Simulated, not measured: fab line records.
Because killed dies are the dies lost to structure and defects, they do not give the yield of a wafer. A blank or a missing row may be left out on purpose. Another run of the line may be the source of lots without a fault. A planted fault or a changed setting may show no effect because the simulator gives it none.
Problem report in the 8D (eight disciplines) form, filled by code | flow sfq line | the parts of the form that need people (team, actions taken, sign-off) are left out

1. WHAT IS WRONG
time to endpoint s at SFQ_TRILAYER_I3_CMP_CMP_082 reads a mean of 279 s on 9 wafers of 3 lots; wafers without a fault read 215 s with a standard deviation of 6.8. That is +9.4 standard deviations from the usual mean.
The step: polishes SiO2.
Seen first at day 34 02:47 on cmp-01, wafer L449.2. The record has a number at this step for 45 wafers belonging to 15 lots. By rule, "out" or "out of limits" means more than 4 standard deviations away from the usual mean. Any other wafer with a number is counted as sound.

2. WHAT THIS IS AND IS NOT
question                    | is                     | is not
which readings at this step | time to endpoint s     | motor current A, retaining ring pressure frac, slurry filter dp kPa
which lots                  | L449, L452, L453       | L436, L437, L438, L439, L442, L443, L444, L445, L446, L451, L458, L459
which wafers of those lots  | all that have a number | -
read on which tools         | cmp-01                 | cmp-02
when                        | from day 34 02:47      | up to then (27 sound wafers); but 9 sound wafers of L451, L458, L459 came after

3. THE SUSPECTS, EACH WITH WHAT RULES IT OUT
Counting: a tool at a process step up to the reading stays a suspect if it ran every lot that is out and no sound lot after the first of them.
- cmp-01 at SFQ_TRILAYER_I3_CMP_CMP_082 (polishes SiO2): kept. It ran every lot that is out, first L449 (day 34 02:47), and no sound lot after that; its last sound lot up to then is L446 (day 33 09:47). Its own readings are out on those wafers: time to endpoint s.
After counting, what remains is cmp-01 at SFQ_TRILAYER_I3_CMP_CMP_082.

4. THE CAUSE (what the simulator had put in)
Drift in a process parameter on cmp-01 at SFQ_TRILAYER_I3_CMP_CMP_082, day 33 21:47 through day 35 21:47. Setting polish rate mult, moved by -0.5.
The count eliminated every tool but this one.

5. THE EFFECT CHAIN, in route order
Rows list readings where the struck wafers' mean (over those with a number) sits beyond 3 standard deviations from the usual. Only readings for which the record gives a usual standard deviation are gone through. hours: the time from each lot's start at the first step in this table that gives one to its start at this step, as a median over the lots. sigmas: the change in usual standard deviations.
hours | step                                  | reading            | usual      | on struck wafers | change | sigmas
0     | SFQ_TRILAYER_I3_CMP_CMP_082           | time to endpoint s | 215 s      | 279              | +64    | +9.4
3     | SFQ_TRILAYER_I3_METRO_MEASURE_083     | thk nm             | 199.6 nm   | 303.9            | +104.3 | +99 or more
94    | SFQ_TRILAYER_I3_VIA_ETCH_VIA_ETCH_088 | oes product au     | 0.854 a.u. | 1.008            | +0.154 | +29
Its process steps:
- SFQ_TRILAYER_I3_CMP_CMP_082: polishes SiO2.
- SFQ_TRILAYER_I3_METRO_MEASURE_083
- SFQ_TRILAYER_I3_VIA_ETCH_VIA_ETCH_088: etches SiO2 in CHF3, stops on Nb, target depth 260 nm.

6. HOW IT WOULD HAVE BEEN CAUGHT EARLIER
In this record no reading fell out of limits until day 34 02:47, 5 hours after the fault had begun at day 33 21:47.
